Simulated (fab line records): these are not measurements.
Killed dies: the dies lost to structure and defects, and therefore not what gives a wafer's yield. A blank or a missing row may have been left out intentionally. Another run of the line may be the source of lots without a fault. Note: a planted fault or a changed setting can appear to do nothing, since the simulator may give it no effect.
Which of the tools did it?    flow sky130    42 wafers from 14 lots sampled at 3 of the route's 708 steps

== WHAT THE GAUGES READ, wafer by wafer ==
SKY_CAPM_THK_MEAS_04: measures by xrf.
lot   measured      on            CAPM_TIN_THK (nm)
L991  day 36 14:56  filmMetro-04  199.0 199.8 200.6
L996  day 38 13:35  filmMetro-03  201.1 200.6 199.5
L995  day 38 18:05  filmMetro-03  200.4 203.9 200.1
L994  day 38 18:53  filmMetro-03  198.9 199.5 200.3
L999  day 39 05:02  filmMetro-02  196.0 199.2 199.5
L104  day 40 15:10  filmMetro-03  200.6 197.5 201.4
L105  day 40 22:28  filmMetro-03  204.1 202.6 199.9
L106  day 41 05:39  filmMetro-02  199.8 201.1 202.9
L107  day 41 11:54  filmMetro-02  198.2 195.2 195.2
L108  day 41 20:03  filmMetro-03  197.4 199.8 200.8
L110  day 42 09:12  filmMetro-04  199.4 198.2 198.3
L109  day 42 10:08  filmMetro-03  204.0 201.8 205.6
L111  day 43 02:44  filmMetro-03  203.5 200.9 200.3
L113  day 43 04:26  filmMetro-03  198.6 199.4 196.0

== TOOL THAT RAN EACH LOT (tool first, then ch and the chambers of the sampled wafers, then the start) ==
lot   SKY_METAL3_SPUTTER_04        SKY_CAPM_CVD_00
L991  pvdSputter-01, day 36 14:32  pecvd-03 ch 1,2, day 36 14:35
L996  pvdSputter-03, day 38 13:14  pecvd-03 ch 0,2, day 38 13:17
L995  pvdSputter-03, day 38 17:43  pecvd-01 ch 0,2, day 38 17:46
L994  pvdSputter-03, day 38 18:32  pecvd-04 ch 0,1, day 38 18:35
L999  pvdSputter-02, day 39 04:40  pecvd-03 ch 1,2, day 39 04:43
L104  pvdSputter-02, day 40 14:49  pecvd-03 ch 0,1,2, day 40 14:52
L105  pvdSputter-03, day 40 22:05  pecvd-04 ch 1,2, day 40 22:08
L106  pvdSputter-01, day 41 05:16  pecvd-03 ch 2, day 41 05:19
L107  pvdSputter-01, day 41 11:32  pecvd-01 ch 0,1,2, day 41 11:35
L108  pvdSputter-01, day 41 19:40  pecvd-01 ch 0,1,2, day 41 19:43
L110  pvdSputter-01, day 42 08:50  pecvd-03 ch 1,2, day 42 08:53
L109  pvdSputter-02, day 42 09:44  pecvd-04 ch 0,1, day 42 09:47
L111  pvdSputter-03, day 43 02:22  pecvd-01 ch 0,1, day 43 02:25
L113  pvdSputter-03, day 43 03:59  pecvd-04 ch 0,2, day 43 04:03
- SKY_METAL3_SPUTTER_04: material TiN, target thk 70 nm, time 58.3 s.
- SKY_CAPM_CVD_00: deposits SiO2, target thk 15.5 nm.

== AS READ BY THE TOOLS THEMSELVES (means over the sampled wafers that have a number; for cases with no such wafer, the mark the record gives instead) ==
SKY_METAL3_SPUTTER_04.
lot   tool           throttleValvePct (%)
L991  pvdSputter-01  30.0
L996  pvdSputter-03  29.8
L995  pvdSputter-03  28.9
L994  pvdSputter-03  29.3
L999  pvdSputter-02  30.1
L104  pvdSputter-02  30.0
L105  pvdSputter-03  29.8
L106  pvdSputter-01  29.9
L107  pvdSputter-01  29.3
L108  pvdSputter-01  29.4
L110  pvdSputter-01  29.2
L109  pvdSputter-02  30.2
L111  pvdSputter-03  28.7
L113  pvdSputter-03  29.8

SKY_CAPM_CVD_00.
lot   tool      heaterPowerW (W)
L991  pecvd-03  674
L996  pecvd-03  612
L995  pecvd-01  709
L994  pecvd-04  606
L999  pecvd-03  771
L104  pecvd-03  667
L105  pecvd-04  708
L106  pecvd-03  743
L107  pecvd-01  769
L108  pecvd-01  792
L110  pecvd-03  659
L109  pecvd-04  624
L111  pecvd-01  883
L113  pecvd-04  802

== THE ANSWER, worked out from the rows above alone ==
Rule: usual is defined by the lots themselves. The widest of any qualifying gaps counts: lots, ordered by their means at a reading, are off when they make up no more than a third of the lots, leave a main group of 4 or more, and stand apart from it by 3 or more times the standard deviation of that group's means. A main group is skipped when, at the precision printed for the reading in the tables above, its means are all equal. Also off: a lot with no number at a reading for which 4 or more lots have one. Where the step has rows for the other lots, those lots are counted as sound. First the gauges in route order, then the tools' own readings, where a lot's mean is used as printed above. At the first step where some lot is off, the reading lying furthest off is the one used; lots without a number count as furthest.
No lot is off on any of the readings shown, so nothing can be concluded from this.

== WHAT THE SIMULATOR HAD PUT IN ==
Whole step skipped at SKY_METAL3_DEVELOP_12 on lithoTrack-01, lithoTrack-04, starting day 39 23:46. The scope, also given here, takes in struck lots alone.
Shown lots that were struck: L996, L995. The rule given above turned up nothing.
